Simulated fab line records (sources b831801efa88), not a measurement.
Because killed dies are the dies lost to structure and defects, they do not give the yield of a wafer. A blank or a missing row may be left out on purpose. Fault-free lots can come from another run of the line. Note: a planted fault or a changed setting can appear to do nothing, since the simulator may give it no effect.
Matching of chambers + flow gf180mcu + rie diel-03 running GF_V4_ETCH_16: 4 sister chambers
The step etches BARC in N2/H2. 22 wafers are shown with their chamber, then 11 later ones without.

## EACH WAFER AND ITS CHAMBER
| wafer  | chamber | drypump motor current A (A) | throttle valve pct (%) | oes product au (a.u.) |
|--------|---------|-----------------------------|------------------------|-----------------------|
| L076.1 | 2       | 5.6                         | 13.233                 | 0.856                 |
| L076.5 | 1       | 5.4                         | 13.242                 | 0.849                 |
| L076.6 | 0       | 5.6                         | 13.224                 | 0.861                 |
| L078.3 | 3       | 5.9                         | 13.229                 | 0.855                 |
| L078.4 | 1       | 5.4                         | 13.241                 | 0.844                 |
| L078.6 | 3       | 6.0                         | 13.226                 | 0.850                 |
| L079.1 | 3       | 6.0                         | 13.218                 | 0.848                 |
| L079.3 | 2       | 5.6                         | 13.222                 | 0.854                 |
| L079.5 | 0       | 5.5                         | 13.221                 | 0.853                 |
| L080.1 | 1       | 5.4                         | 13.230                 | 0.854                 |
| L080.2 | 0       | 5.5                         | 13.219                 | 0.854                 |
| L080.3 | 2       | 5.5                         | 13.228                 | 0.855                 |
| L080.4 | 3       | 5.9                         | 13.231                 | 0.852                 |
| L080.5 | 3       | 5.9                         | 13.229                 | 0.866                 |
| L080.6 | 0       | 5.5                         | 13.235                 | 0.861                 |
| L082.1 | 3       | 6.0                         | 13.233                 | 0.860                 |
| L082.4 | 2       | 5.6                         | 13.212                 | 0.862                 |
| L082.6 | 1       | 5.5                         | 13.216                 | 0.848                 |
| L090.1 | 0       | 5.6                         | 13.224                 | 0.859                 |
| L090.2 | 2       | 5.6                         | 13.209                 | 0.852                 |
| L090.3 | 1       | 5.4                         | 13.250                 | 0.856                 |
| L090.4 | 3       | 5.9                         | 13.234                 | 0.856                 |

SIGNATURES (averages over the wafers above)
| reading                 | chamber 0 | chamber 1 | chamber 2 | chamber 3 | scatter within a chamber |
|-------------------------|-----------|-----------|-----------|-----------|--------------------------|
| drypump motor current A | 5.540     | 5.420     | 5.580     | 5.943     | 0.0501                   |
| throttle valve pct      | 13.22460  | 13.23580  | 13.22080  | 13.22857  | 0.00894                  |
| oes product au          | 0.85760   | 0.85020   | 0.85580   | 0.85529   | 0.00493                  |
Rule: for each reading, subtract the chamber's mean from the wafer's reading, divide by that reading's scatter and square the result; add these up over the readings and take the root, which gives the wafer's distance from the chamber. The wafer belongs to the nearest chamber; if the next one is less than 2 further off, it can't be placed. The scatter: the root of (the sum of the squares of (reading less its chamber's mean) over the shown wafers, divided by (wafers less chambers)).

## WAFERS WITH NO CHAMBER GIVEN
| wafer  | drypump motor current A (A) | throttle valve pct (%) | oes product au (a.u.) |
|--------|-----------------------------|------------------------|-----------------------|
| L090.5 | 5.4                         | 13.225                 | 0.851                 |
| L090.6 | 5.6                         | 13.217                 | 0.859                 |
| L094.2 | 5.6                         | 13.226                 | 0.855                 |
| L094.3 | 5.9                         | 13.213                 | 0.843                 |
| L094.6 | 5.9                         | 13.224                 | 0.851                 |
| L095.4 | 5.4                         | 13.222                 | 0.857                 |
| L095.5 | 5.5                         | 13.211                 | 0.849                 |
| L095.6 | 5.9                         | 13.218                 | 0.850                 |
| L097.1 | 6.0                         | 13.219                 | 0.859                 |
| L097.2 | 5.4                         | 13.229                 | 0.853                 |
| L097.3 | 5.5                         | 13.224                 | 0.858                 |

## WHICH CHAMBER EACH WENT THROUGH
| wafer  | from the rows above          | in truth |
|--------|------------------------------|----------|
| L090.5 | can't be placed: 1 or 0      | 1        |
| L090.6 | can't be placed: 2 or 0      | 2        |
| L094.2 | can't be placed: 2 or 0      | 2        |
| L094.3 | 3                            | 3        |
| L094.6 | 3                            | 3        |
| L095.4 | can't be placed: 1 or 0 or 2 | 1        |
| L095.5 | can't be placed: 2 or 0 or 1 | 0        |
| L095.6 | 3                            | 3        |
| L097.1 | 3                            | 3        |
| L097.2 | can't be placed: 1 or 0      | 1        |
| L097.3 | can't be placed: 0 or 2 or 1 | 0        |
Correct placement for 4 of the 11. Cannot be placed on the basis of these rows: 7; the candidates contain the true chamber in 7. Number placed wrongly: 0.
